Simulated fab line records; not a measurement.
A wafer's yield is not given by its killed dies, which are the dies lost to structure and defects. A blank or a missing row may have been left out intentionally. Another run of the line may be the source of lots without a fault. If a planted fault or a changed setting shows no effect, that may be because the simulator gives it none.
Which of the tools did it? -- flow sfq line -- 7 lots with 21 wafers sampled at 2 steps, on a route of 325 steps

WHAT THE GAUGES READ, wafer by wafer
SFQ_M2_RS_MEAS_914: the measuring method here is four-point-probe.
lot,measured,on,M2_NB_RS (ohm/sq)
L782,day 26 18:34,film metro-01,0.886 0.876 0.865
L789,day 34 18:37,film metro-03,0.904 0.883 3.116
L791,day 35 12:34,film metro-04,0.875 0.880 0.890
L794,day 36 16:21,film metro-03,0.872 0.874 0.871
L796,day 37 22:29,film metro-04,0.907 0.907 0.907
L799,day 39 03:22,film metro-04,0.874 0.878 0.879
L801,day 40 02:35,film metro-04,0.888 0.892 0.892

WHICH TOOL RAN EACH LOT (tool, then ch and the chambers of the sampled wafers, then the start)
lot,SFQ_TRILAYER_M2_DEP_SPUTTER_055
L782,"pvd sputter-06, day 26 18:28"
L789,"pvd sputter-06, day 34 18:28"
L791,"pvd sputter-04, day 35 12:28"
L794,"pvd sputter-03, day 36 16:14"
L796,"pvd sputter-04, day 37 22:23"
L799,"pvd sputter-06, day 39 03:16"
L801,"pvd sputter-04, day 40 02:30"
- SFQ_TRILAYER_M2_DEP_SPUTTER_055: material Nb, target thk 200 nm, time 133.3 s.

THE ANSWER, worked out from the rows above alone
Rule: what is usual is taken from the lots themselves. The widest of any qualifying gaps counts: lots, ordered by their means at a reading, are off when they make up no more than a third of the lots, leave a main group of 4 or more, and stand apart from it by 3 or more times the standard deviation of that group's means. The tables above print the reading to a certain number of digits; a main group whose means all agree to those digits is not used. Also off: a lot with no number at a reading for which 4 or more lots have one. Where the step has rows for the other lots, those lots are counted as sound.
Off: L789, at SFQ_M2_RS_MEAS_914 (M2_NB_RS). The main group has a mean of 0.884 ohm/sq with a standard deviation of 0.012.
A tool fits if, at a process step before that reading, it ran every lot that is off, and no sound lot after the first of them. The gauges at SFQ_M2_RS_MEAS_914 are tried like those tools. Not one of the candidates tried fits.

WHAT THE SIMULATOR HAD INSERTED
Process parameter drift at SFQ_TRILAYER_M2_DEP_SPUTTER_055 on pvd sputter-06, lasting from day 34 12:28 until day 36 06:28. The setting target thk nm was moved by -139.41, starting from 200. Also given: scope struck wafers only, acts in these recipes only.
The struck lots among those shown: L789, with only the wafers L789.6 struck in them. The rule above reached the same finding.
